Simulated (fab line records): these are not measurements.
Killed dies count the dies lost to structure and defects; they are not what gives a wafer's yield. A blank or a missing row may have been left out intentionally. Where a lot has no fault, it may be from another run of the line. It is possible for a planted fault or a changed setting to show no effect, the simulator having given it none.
Comparing a struck lot with a sound one -- flow sky130 -- 43 steps out of a route of 708
Sound: the wafers L114.1, L114.3, L114.4. Wafers struck: L120.1, L120.2, L120.5. The cause is named last.
Per side, at each step with rows, come the tool, then ch with its chambers, and then its first start. Under that, the readings that differ: sound wafers -- struck wafers -- difference of the means -- sigmas: that difference in standard deviations of wafers without a fault.
alike: words and numbers the same on both sides, and readings whose means are apart by under 2 such deviations; not compared: readings that were withheld, readings missing a value for some wafer, numbers with overlapping values and no deviation given by the record, and bounds like >300 which may hide the same value.
A row with sigmas, a row that says differs or no value, or rows on one side alone: a step with any of these is where the two part. When numbers do not overlap yet have no deviation, they are printed without sigmas and do not part them. A reading missing from all wafers of one side parts the sides only when that side holds two or more wafers.

first, 2 steps without rows for these wafers: SKY_VIA3_ETCH_14 (etches BARC in N2/H2, stops on SiO2, time 45.9 s, target depth 60 nm); SKY_VIA3_ETCH_15 (etches SiO2 in C4F8/O2/Ar, stops on TiN, target depth 507 nm, time 78 s).
SKY_VIA3_STRIP_16: strips in O2/N2.
  sound on plasmaAsher-04 ch 0,1, day 42 01:09; struck on plasmaAsher-01 ch 0,1, day 43 14:22
  alike: drypumpMotorCurrentA, oesProductAu, stripTimeToEndpointS
  not compared: rfHoursCounterH
then, 3 steps without rows for these wafers: SKY_VIA3_STRIP_17 (strips in post etch residue remover, time 1200 s); SKY_VIA3_CLEAN_18 (cleans in IPA, time 180 s); SKY_VIA3_CLEAN_19 (cleans in O3/DIW).
SKY_VIA3_SPUTTER_20: material TiN, target thk 20 nm, time 80 s.
  sound: pvdSputter-02 at day 42 01:44; struck: pvdSputter-03 at day 43 14:58
  alike: throttleValvePct
then, 1 step without rows for these wafers: SKY_VIA3_CVD_21 (deposits W, target thk 390 nm, time 117.31 s).
SKY_VIA3_RS_MEAS_22: measurement is done with a four-point probe.
  sound: filmMetro-01 at day 42 01:55; struck: filmMetro-01 at day 43 15:08
  alike: VIA3_W_RS
SKY_VIA3_THK_MEAS_23: measures by xrf.
  sound: filmMetro-01 at day 42 02:02; struck: filmMetro-01 at day 43 15:16
  alike: VIA3_W_THK
then, 2 steps without rows for these wafers: SKY_VIA3_CMP_24 (polishes, stops on SiO2, t overpolish 20 s, target thk 0 nm); SKY_METAL4_SPUTTER_00 (material Ti, target thk 15 nm, time 10 s).
SKY_METAL4_SPUTTER_01: material TiN, target thk 20 nm, time 16.7 s.
  sound: pvdSputter-01 at day 42 02:26; struck: pvdSputter-02 at day 43 15:39
  alike: throttleValvePct
then, 1 step without rows for these wafers: SKY_METAL4_SPUTTER_02 (material AlCu, target thk 735 nm, time 39.1 s).
SKY_METAL4_SPUTTER_03: material Ti, target thk 5 nm, time 3.3 s.
  sound: pvdSputter-01 at day 42 02:29; struck: pvdSputter-02 at day 43 15:43
  alike: throttleValvePct
then, 1 step without rows for these wafers: SKY_METAL4_SPUTTER_04 (material TiN, target thk 70 nm, time 58.3 s).
SKY_CAP2M_CVD_00: deposits SiO2, target thk 15.5 nm.
  sound on pecvd-02 ch 0,2, day 42 02:34; struck on pecvd-03 ch 0,2, day 43 15:47
  alike: heaterPowerW, rfFwdPowerW, susceptorTempC
SKY_CAP2M_THK_MEAS_01:
  sound: filmMetro-02 at day 42 02:35; struck: filmMetro-02 at day 43 15:49
reading,sound,struck,difference,sigmas
CAP2M_CVD_00_THK (nm),14.95 14.86 15.14,15.45 15.32 15.69,+0.50,+2
SKY_CAP2M_SPUTTER_02: material TiN, target thk 200 nm, time 166.7 s.
  sound: pvdSputter-02 at day 42 02:38; struck: pvdSputter-02 at day 43 15:52
  alike: susceptorTempC, throttleValvePct
SKY_CAP2M_RS_MEAS_03: measurement is done with a four-point probe.
  sound: filmMetro-01 at day 42 02:45; struck: filmMetro-02 at day 43 15:59
  alike: CAP2M_TIN_RS
SKY_CAP2M_THK_MEAS_04: measures by xrf.
  sound: filmMetro-01 at day 42 02:52; struck: filmMetro-02 at day 43 16:06
  alike: CAP2M_TIN_THK
then, 7 steps without rows for these wafers: SKY_CAP2M_DEHYDRATE_05 (time 60 s); SKY_CAP2M_HMDS_06 (prime time 60 s); SKY_CAP2M_COAT_07 (resist thk 1140 nm); SKY_CAP2M_SOFTBAKE_08 (time 60 s); SKY_CAP2M_EXPOSE_09 (exposes mask CAP2M, target cd 1000 nm); SKY_CAP2M_PEB_10; SKY_CAP2M_DEVELOP_11 (develop time 60 s).
SKY_CAP2M_OVL_MEAS_12:
  sound: overlay-01 at day 43 00:59; struck: overlay-02 at day 44 14:32
  alike: CAP2M_OVL
then, 13 steps without rows for these wafers: SKY_CAP2M_METAL_ETCH_13 (etches TiN in Cl2/BCl3, stops on SiO2, target depth 220 nm, time 62.9 s); SKY_CAP2M_STRIP_14 (strips in O2/N2); SKY_CAP2M_STRIP_15 (strips in post etch residue remover, time 1200 s); SKY_CAP2M_CLEAN_16 (cleans in IPA, time 180 s); SKY_CAP2M_CLEAN_17 (cleans in O3/DIW); SKY_METAL4_DEHYDRATE_05 (time 60 s); SKY_METAL4_HMDS_06 (prime time 60 s); SKY_METAL4_COAT_07 (resist thk 60 nm); SKY_METAL4_COAT_08 (resist thk 1140 nm); SKY_METAL4_SOFTBAKE_09 (time 90 s); SKY_METAL4_EXPOSE_10 (exposes mask MM4, target cd 300 nm); SKY_METAL4_PEB_11; SKY_METAL4_DEVELOP_12 (develop time 60 s).
-- the record jumps here: 4 days lie between the struck wafers' starts before and after (it left off in module METAL4 and takes up again in module PAD_OPEN, whose first step shown is number 708 of the route) --
SKY_PAD_OPEN_PROBE_99:
  sound: prober-01 at day 47 16:49; struck: prober-01 at day 49 01:46
reading,sound,struck,difference,sigmas
defectLimitedYield (%),84.6 83.5 82.5,75.4 75.2 73.0,-9.0,-5
killed_at_M4_up,1 1 1,38 39 49,+41,+20
killedDies,76 81 86,121 122 133,+44,+5
sort_bin_3_pad_short (%),0.6 1.0 1.4,3.7 3.7 4.1,+2.8,+6
sort_bin_5_function (%),9.6 9.3 10.2,15.0 16.1 15.9,+6.0,+4
sortNPass,416 411 406,371 370 359,-44,-5
sortYieldPct (%),84.6 83.5 82.5,75.4 75.2 73.0,-9.0,-5
model.etest.tester.sortNPass,416 411 406,371 370 359,-44,
model.etest.tester.sortYieldPct (%),84.55 83.54 82.52,75.41 75.2 72.97,-9.01,
model.etest.tester.sort_bin_5_pct (%),9.553 9.35 10.16,15.04 16.06 15.85,+5.96,
model.etest.tester.sort_bin_3_pct (%),0.6098 1.016 1.423,3.659 3.659 4.065,+2.778,
  alike: killed_at_M0_to_M3, killedAtContacts, killedAtFrontEnd, killedAtOther, killedOpen, killedShort, sort_bin_6_memory

## WHERE THEY PART
First at SKY_CAP2M_THK_MEAS_01; last, within this record, at SKY_PAD_OPEN_PROBE_99.

WHY: whatever the simulator had introduced
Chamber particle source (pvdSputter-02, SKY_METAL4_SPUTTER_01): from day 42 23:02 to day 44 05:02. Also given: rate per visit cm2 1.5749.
